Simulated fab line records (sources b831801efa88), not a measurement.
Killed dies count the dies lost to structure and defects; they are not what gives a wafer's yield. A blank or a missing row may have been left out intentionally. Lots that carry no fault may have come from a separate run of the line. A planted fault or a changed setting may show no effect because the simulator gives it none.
Which tool did it? -- flow sky130 -- 7 lots with 21 wafers sampled at 3 steps, on a route of 708 steps

WHAT THE GAUGES SHOWED, per wafer
SKY_LDD_N_TW_MEAS_17.
lot,measured,on,LDD_N_TW
L409,day 18 21:46,film_metro-01,2637 2648 2663
L412,day 19 18:20,film_metro-02,2479 2493 2489
L415,day 21 12:04,film_metro-01,2630 2634 2646
L420,day 22 22:46,film_metro-03,2588 2579 2574
L424,day 24 03:02,film_metro-02,2607 2599 2604
L426,day 24 23:19,film_metro-03,2572 2570 2579
L429,day 25 23:13,film_metro-01,2627 2640 2623

WHICH TOOL RAN EACH LOT (tool, then ch and the chambers of the sampled wafers, then the start)
lot,SKY_LDD_N_IMPLANT_09,SKY_LDD_N_STRIP_16
L409,"implanter-02 ch 0, day 18 20:38","plasma_asher-02 ch 1, day 18 21:40"
L412,"implanter-04, day 19 17:13","plasma_asher-02 ch 0,1, day 19 18:14"
L415,"implanter-02 ch 0, day 21 10:56","plasma_asher-04 ch 0, day 21 11:58"
L420,"implanter-04 ch 0, day 22 21:37","plasma_asher-02 ch 0,1, day 22 22:40"
L424,"implanter-02 ch 0, day 24 01:56","plasma_asher-03 ch 0,1, day 24 02:57"
L426,"implanter-01 ch 0, day 24 22:11","plasma_asher-03 ch 0,1, day 24 23:13"
L429,"implanter-02 ch 0, day 25 22:05","plasma_asher-03 ch 0,1, day 25 23:07"
- SKY_LDD_N_IMPLANT_09
- SKY_LDD_N_STRIP_16: strips in O2/N2.

THE ANSWER, worked out from the rows above alone
Rule: what is usual is taken from the lots themselves. The widest of any qualifying gaps counts: lots, ordered by their means at a reading, are off when they make up no more than a third of the lots, leave a main group of 4 or more, and stand apart from it by 3 or more times the standard deviation of that group's means. The tables above print the reading to a certain number of digits; a main group whose means all agree to those digits is not used. Also off: a lot with no number at a reading for which 4 or more lots have one. Where the step has rows for the other lots, those lots are counted as sound.
Off: L412, seen at SKY_LDD_N_TW_MEAS_17 (LDD_N_TW). The main group has a mean of 2612 with a standard deviation of 28.
A tool fits if, at a process step before that reading, it ran every lot that is off, and no sound lot after the first of them. Gauges at SKY_LDD_N_TW_MEAS_17: tried the same way as those tools. No candidate that was tried fits.

WHAT THE SIMULATOR PUT IN
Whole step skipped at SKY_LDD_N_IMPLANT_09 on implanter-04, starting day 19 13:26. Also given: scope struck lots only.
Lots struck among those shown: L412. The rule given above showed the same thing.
